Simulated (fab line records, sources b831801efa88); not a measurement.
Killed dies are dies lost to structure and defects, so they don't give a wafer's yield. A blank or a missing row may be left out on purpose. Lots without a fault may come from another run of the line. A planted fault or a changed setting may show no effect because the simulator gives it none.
Tool commonality check | flow sky130 | 15 lots, 45 wafers sampled

WHY IT WAS OPENED
At SKY_VIA4_BOW_MEAS_03 the reading VIA4_BOW is flagged on 3 of 15 lots. Wafers without a fault read 79 um, standard deviation 6.5.
Rule: a lot is flagged when every wafer of it that has a number lies more than 4 standard deviations from that mean, or none has a number. The other lots count as sound.

lot  | measured     | on            | VIA4_BOW (um), wafer by wafer | flag
L203 | day 41 15:50 | film_metro-01 | 74 80 73                      |
L204 | day 41 23:10 | film_metro-01 | 80 77 83                      |
L206 | day 42 16:01 | film_metro-04 | 82 73 76                      |
L207 | day 43 02:32 | film_metro-01 | 69 83 79                      |
L208 | day 43 04:44 | film_metro-01 | 72 70 78                      |
L210 | day 43 21:27 | film_metro-04 | 96 66 81                      |
L212 | day 44 18:03 | film_metro-04 | 85 70 81                      |
L213 | day 44 20:06 | film_metro-01 | 81 76 80                      |
L214 | day 45 04:11 | film_metro-04 | 71 85 87                      |
L215 | day 45 06:01 | film_metro-03 | 143 122 129                   | FLAGGED
L216 | day 45 11:15 | film_metro-01 | 144 150 135                   | FLAGGED
L217 | day 45 19:47 | film_metro-04 | 124 118 123                   | FLAGGED
L224 | day 47 13:17 | film_metro-03 | 72 91 82                      |
L226 | day 47 14:26 | film_metro-04 | 82 86 69                      |
L225 | day 47 20:02 | film_metro-03 | 68 64 87                      |
The numbers of the flagged lots are 132 um on average: +53 um against the usual, or +8 standard deviations.

WHICH TOOL RAN EACH LOT
The record holds 3 process steps before the reading, out of a route of 708 steps. In each cell: the tool, then ch and the chambers that the sampled wafers went through, then the start.
lot  | flag    | SKY_VIA1_CVD_21               | SKY_METAL2_DESCUM_17              | SKY_VIA4_CMP_02
L203 |         | cvd_w-01 ch 0,1, day 33 21:23 | rie_metal-03 ch 0, day 35 00:46   | cmp-02 ch 1,2,3, day 41 15:31
L204 |         | cvd_w-01 ch 0,1, day 34 05:29 | rie_metal-04 ch 1, day 35 08:56   | cmp-02 ch 1,2, day 41 22:54
L206 |         | cvd_w-02 ch 1, day 35 00:19   | rie_metal-01 ch 0, day 36 03:29   | cmp-01 ch 2,3, day 42 15:45
L207 |         | cvd_w-02 ch 0,1, day 35 12:20 | rie_metal-01 ch 0,1, day 36 15:27 | cmp-02 ch 1,2,3, day 43 02:20
L208 |         | cvd_w-02 ch 0,1, day 35 15:17 | rie_metal-03 ch 0,1, day 36 18:02 | cmp-02 ch 0,2,3, day 43 04:26
L210 |         | cvd_w-01 ch 0,1, day 36 09:26 | rie_metal-04 ch 0,1, day 37 11:53 | cmp-01 ch 1,2,3, day 43 21:12
L212 |         | cvd_w-02 ch 0,1, day 37 08:29 | rie_metal-01 ch 0, day 38 10:39   | cmp-02 ch 0,1,3, day 44 17:47
L213 |         | cvd_w-02 ch 0,1, day 37 12:34 | rie_metal-03 ch 0,1, day 38 14:33 | cmp-01 ch 1,2, day 44 19:48
L214 |         | cvd_w-01 ch 0,1, day 37 19:44 | rie_metal-04 ch 0,1, day 38 21:44 | cmp-02 ch 0,2, day 45 03:55
L215 | FLAGGED | cvd_w-02 ch 0,1, day 38 01:23 | rie_metal-01 ch 0,1, day 39 02:39 | cmp-01 ch 1,2,3, day 45 05:43
L216 | FLAGGED | cvd_w-02 ch 0,1, day 38 08:31 | rie_metal-04 ch 0,1, day 39 10:13 | cmp-01 ch 1,2,3, day 45 11:02
L217 | FLAGGED | cvd_w-02 ch 0,1, day 38 17:37 | rie_metal-04 ch 0, day 39 19:22   | cmp-01 ch 0,1,2, day 45 19:32
L224 |         | cvd_w-02 ch 0, day 40 17:47   | rie_metal-04 ch 0,1, day 41 17:59 | cmp-02 ch 1,2,3, day 47 12:59
L226 |         | cvd_w-02 ch 1, day 40 20:14   | rie_metal-04 ch 1, day 41 21:02   | cmp-01 ch 0,3, day 47 14:08
L225 |         | cvd_w-02 ch 0,1, day 40 23:00 | rie_metal-04 ch 0,1, day 42 00:05 | cmp-02 ch 0,1,2, day 47 19:43
What these steps do:
- SKY_VIA1_CVD_21: deposits W, target thk 270 nm, time 80.902 s.
- SKY_METAL2_DESCUM_17: chemistry O2, time 8 s.
- SKY_VIA4_CMP_02: polishes SiO2.
- SKY_VIA4_BOW_MEAS_03

FLAGGED OVER TOTAL, TOOL BY TOOL (the gauges that took the reading come last)
step                 | tool          | lots run | flagged | share of the flagged lots | sound lots run after its first flagged lot
SKY_VIA1_CVD_21      | cvd_w-01      | 4        | 0       | none                      | -
SKY_VIA1_CVD_21      | cvd_w-02      | 11       | 3       | all                       | 3 (L224,L226,L225)
SKY_METAL2_DESCUM_17 | rie_metal-01  | 4        | 1       | some                      | 0
SKY_METAL2_DESCUM_17 | rie_metal-03  | 3        | 0       | none                      | -
SKY_METAL2_DESCUM_17 | rie_metal-04  | 8        | 2       | some                      | 3 (L224,L226,L225)
SKY_VIA4_CMP_02      | cmp-01        | 7        | 3       | all                       | 1 (L226)
SKY_VIA4_CMP_02      | cmp-02        | 8        | 0       | none                      | -
SKY_VIA4_BOW_MEAS_03 | film_metro-01 | 6        | 1       | some                      | 0
SKY_VIA4_BOW_MEAS_03 | film_metro-03 | 3        | 1       | some                      | 2 (L224,L225)
SKY_VIA4_BOW_MEAS_03 | film_metro-04 | 6        | 1       | some                      | 1 (L226)

WHAT THE TABLE ALLOWS
2 rows of the table ran every flagged lot: cvd_w-02 at SKY_VIA1_CVD_21, cmp-01 at SKY_VIA4_CMP_02.
- cvd_w-02 at SKY_VIA1_CVD_21: 3 of its 11 lots flagged. Sound lots ran on it after the first flagged one (L224, L226, L225), which a lasting fault on the whole tool wouldn't allow.
- cmp-01 at SKY_VIA4_CMP_02: 3 of its 7 lots flagged. Sound lots ran on it after the first flagged one (L226), which a lasting fault on the whole tool wouldn't allow. On the flagged lots its readings are blank where sound lots have values: edge_zone_pressure_frac, head_pressure_psi, motor_current_A, retaining_ring_pressure_frac.
No row of the table ran every flagged lot and no sound lot after the first.

WHAT THE SIMULATOR HAD PUT IN
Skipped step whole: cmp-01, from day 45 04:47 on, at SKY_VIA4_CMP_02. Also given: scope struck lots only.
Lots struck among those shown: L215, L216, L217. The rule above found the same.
